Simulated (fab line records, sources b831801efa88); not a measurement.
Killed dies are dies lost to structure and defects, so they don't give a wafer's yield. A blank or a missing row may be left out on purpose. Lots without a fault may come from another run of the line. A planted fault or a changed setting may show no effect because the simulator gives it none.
A struck lot beside a sound one | flow sky130 | 44 steps out of a route of 708
Sound: wafers L289.3, L289.4, L289.6. Struck: wafers L299.4, L299.5, L299.6. The cause comes at the end.
At each step with rows: each side's tool, then ch and its chambers, then its first start. Under that, the readings that differ: sound wafers | struck wafers | difference of the means | sigmas: that difference in standard deviations of wafers without a fault.
alike: readings whose means differ by less than 2 such deviations, and words and numbers that are the same on both sides. not compared: withheld readings, readings that some wafer has no value for, bounds like >300 that may hide the same value, and numbers for which the record gives no deviation and whose values overlap.
The two part at a step that has a row with sigmas, a row that says differs or no value, or rows on one side only. Numbers that don't overlap but have no deviation are shown without sigmas and don't part them. A reading that every wafer of one side lacks parts them only if that side has two wafers or more.

first, 2 steps without rows for these wafers: SKY_DNWELL_DEVELOP_06 (develop time 60 s); SKY_DNWELL_IMPLANT_07.
SKY_DNWELL_STRIP_08: strips in O2/N2.
  sound on plasma_asher-02 ch 0,1, day 3 16:36; struck on plasma_asher-02 ch 0,1, day 5 20:51
  alike: drypump_motor_current_A, oes_product_au, strip_time_to_endpoint_s
  not compared: rf_hours_counter_h
SKY_DNWELL_TW_MEAS_09:
  sound on film_metro-01, day 3 16:41; struck on film_metro-02, day 5 20:58
  alike: DNWELL_TW
then, 7 steps without rows for these wafers: SKY_PWDE_DEHYDRATE_00 (time 60 s); SKY_PWDE_HMDS_01 (prime time 60 s); SKY_PWDE_COAT_02 (resist thk 3000 nm); SKY_PWDE_SOFTBAKE_03; SKY_PWDE_EXPOSE_04 (exposes mask PWDEM, target cd 840 nm); SKY_PWDE_PEB_05; SKY_PWDE_DEVELOP_06 (develop time 60 s).
SKY_PWDE_OVL_MEAS_07:
  sound on overlay-01, day 4 08:53; struck on overlay-02, day 6 15:26
  alike: PWDE_OVL
SKY_PWDE_IMPLANT_08:
  sound on implanter-03 ch 0, day 4 08:58; struck on implanter-03 ch 0, day 6 15:32
  reading            | sound                         | struck                        | difference | sigmas
  dose_ions_cm2      | 3.602e+12 3.596e+12 3.602e+12 | 2.937e+12 2.941e+12 2.939e+12 | -6.610e+11 | -99 or more
  faraday_current_uA | 20.4 20.6 19.6                | 16.6 16.3 16.5                | -3.7       | -10
SKY_PWDE_STRIP_09: strips in O2/N2.
  sound on plasma_asher-02 ch 0,1, day 4 09:05; struck on plasma_asher-02 ch 0,1, day 6 15:38
  alike: drypump_motor_current_A, oes_product_au, strip_time_to_endpoint_s
  not compared: rf_hours_counter_h
SKY_PWDE_TW_MEAS_10:
  sound on film_metro-02, day 4 09:11; struck on film_metro-04, day 6 15:44
  reading | sound             | struck            | difference | sigmas
  PWDE_TW | 377.1 374.5 375.8 | 348.8 348.0 348.9 | -27.2      | -10
then, 7 steps without rows for these wafers: SKY_NWELL_DEHYDRATE_03 (time 60 s); SKY_NWELL_HMDS_04 (prime time 60 s); SKY_NWELL_COAT_05 (resist thk 3000 nm); SKY_NWELL_SOFTBAKE_06; SKY_NWELL_EXPOSE_07 (exposes mask NWM, target cd 840 nm); SKY_NWELL_PEB_08; SKY_NWELL_DEVELOP_09 (develop time 60 s).
SKY_NWELL_OVL_MEAS_10:
  sound on overlay-02, day 5 02:08; struck on overlay-01, day 7 10:37
  alike: NWELL_00_OVL
then, 3 steps without rows for these wafers: SKY_NWELL_IMPLANT_11; SKY_NWELL_IMPLANT_12; SKY_NWELL_IMPLANT_13.
SKY_NWELL_STRIP_14: strips in O2/N2.
  sound on plasma_asher-01 ch 0,1, day 5 02:38; struck on plasma_asher-04 ch 0,1, day 7 11:07
  reading                     | sound       | struck      | difference | sigmas
  drypump_motor_current_A (A) | 5.0 5.5 5.0 | 6.2 6.2 5.9 | +0.9       | +2
  alike: oes_product_au, strip_time_to_endpoint_s
  not compared: rf_hours_counter_h
SKY_NWELL_TW_MEAS_15:
  sound on film_metro-02, day 5 02:44; struck on film_metro-04, day 7 11:12
  alike: NWELL_TW
then, 7 steps without rows for these wafers: SKY_NWELL_DEHYDRATE_16 (time 60 s); SKY_NWELL_HMDS_17 (prime time 60 s); SKY_NWELL_COAT_18 (resist thk 3000 nm); SKY_NWELL_SOFTBAKE_19; SKY_NWELL_EXPOSE_20 (exposes mask NWM COMPLEMENT, target cd 840 nm); SKY_NWELL_PEB_21; SKY_NWELL_DEVELOP_22 (develop time 60 s).
SKY_NWELL_OVL_MEAS_23:
  sound on overlay-01, day 5 20:07; struck on overlay-02, day 8 06:47
  alike: NWELL_01_OVL
then, 1 step without rows for these wafers: SKY_NWELL_IMPLANT_24.
SKY_NWELL_STRIP_25: strips in O2/N2.
  sound on plasma_asher-04 ch 0,1, day 5 20:19; struck on plasma_asher-01 ch 0,1, day 8 06:59
  reading                     | sound       | struck      | difference | sigmas
  drypump_motor_current_A (A) | 5.9 6.2 6.2 | 4.9 5.0 5.5 | -1.0       | -2
  alike: oes_product_au, strip_time_to_endpoint_s
  not compared: rf_hours_counter_h
SKY_NWELL_TW_MEAS_26:
  sound on film_metro-04, day 5 20:25; struck on film_metro-04, day 8 07:05
  alike: NWELL_2_TW
then, 1 step without rows for these wafers: SKY_NWELL_CLEAN_27 (cleans in SC1/SC2, time 150 s).
SKY_NWELL_RTA_28: time 30 s.
  sound on rtp_anneal-01 ch 0, day 5 20:32; struck on rtp_anneal-01 ch 0, day 8 07:13
  alike: lamp_power_pct, wafer_temp_C_max
SKY_NWELL_RS_MEAS_29: measures by four-point-probe.
  sound on film_metro-01, day 5 20:39; struck on film_metro-02, day 8 07:20
  alike: NWELL_RS
SKY_NWELL_RS_MEAS_31: measures by four-point-probe.
  sound on film_metro-01, day 5 20:53; struck on film_metro-02, day 8 07:34
  reading          | sound          | struck         | difference | sigmas
  PWDE_RS (ohm/sq) | 5264 5276 5285 | 6238 6249 6251 | +971       | +65
-- the record jumps here: 41 days lie between the struck wafers' starts before and after (it left off in module NWELL and takes up again in module PAD_OPEN, whose first step shown is number 708 of the route) --
SKY_PAD_OPEN_PROBE_99:
  sound on prober-01, day 45 21:16; struck on prober-02, day 49 08:16
  reading                                   | sound                         | struck                        | difference | sigmas
  model.etest.res_p_drift_20v.line_ohm_um   | 1.032e+04 1.036e+04 1.032e+04 | 1.261e+04 1.252e+04 1.347e+04 | +2.533e+03 |
  model.etest.res_p_drift_20v.rs_ohm_sq     | 8626 8501 8598                | 1.056e+04 1.067e+04 1.12e+04  | +2.235e+03 |
  model.etest.res_pwde_under_gate.rs_ohm_sq | 6168 6152 6133                | 7398 7519 7519                | +1328      |
  alike: killed_at_M0_to_M3, killed_at_M4_up, killed_at_contacts, killed_at_front_end, killed_at_other, killed_dies, killed_open, killed_short

WHERE THEY PART
First at SKY_PWDE_IMPLANT_08; last, within this record, at SKY_NWELL_RS_MEAS_31. Later steps at which nothing parts them and some readings are alike: SKY_PAD_OPEN_PROBE_99.

WHY: what the simulator had put in
Process parameter drift: implanter-03, from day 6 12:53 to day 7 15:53, at SKY_PWDE_IMPLANT_08. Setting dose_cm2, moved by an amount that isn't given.
